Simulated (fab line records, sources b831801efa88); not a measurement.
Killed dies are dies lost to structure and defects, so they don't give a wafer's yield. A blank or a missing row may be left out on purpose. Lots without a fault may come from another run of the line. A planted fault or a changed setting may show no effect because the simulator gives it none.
Chamber matching | flow sky130 | SKY_VIA3_CMP_24 on cmp-01: 4 sister chambers
The step polishes, stops on SiO2, t overpolish 20 s, target thk 0 nm. 4 wafers are shown with their chamber, then 7 later ones without.

WAFERS WITH THEIR CHAMBER
wafer  | chamber | motor_current_A (A)
L684.4 | 3       | 10.1
L687.6 | 1       | 12.4
L693.2 | 2       | 11.7
L693.3 | 0       | 12.1

WAFERS WITHOUT THEIR CHAMBER
wafer  | motor_current_A (A)
L693.5 | 11.6
L699.3 | 13.5
L699.4 | 12.4
L699.5 | 10.0
L698.3 | 13.5
L698.5 | 13.5
L698.6 | 11.7

WHICH CHAMBER EACH WENT THROUGH
wafer  | from the rows above               | in truth
L693.5 | can't be placed: 2 or 0 or 1 or 3 | 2
L699.3 | can't be placed: 1 or 0 or 2      | 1
L699.4 | can't be placed: 1 or 0 or 2      | 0
L699.5 | 3                                 | 3
L698.3 | can't be placed: 1 or 0 or 2      | 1
L698.5 | can't be placed: 1 or 0 or 2      | 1
L698.6 | can't be placed: 2 or 0 or 1      | 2
Placed correctly: 1 of 7. Can't be placed from these rows: 6 (the true chamber is among the candidates in 6). Placed wrongly: 0.
How it was worked out, from the rows above alone: a wafer's distance from a chamber is the root of the sum, over the readings, of the square of ((its reading less the chamber's mean) divided by the reading's scatter). The wafer belongs to the nearest chamber; if the next one is less than 2 further off, it can't be placed. A chamber's mean is the mean of its shown wafers. The scatter: with one shown wafer a chamber, the root of the mean of the squares of how far each hidden wafer lies from its nearest shown one.
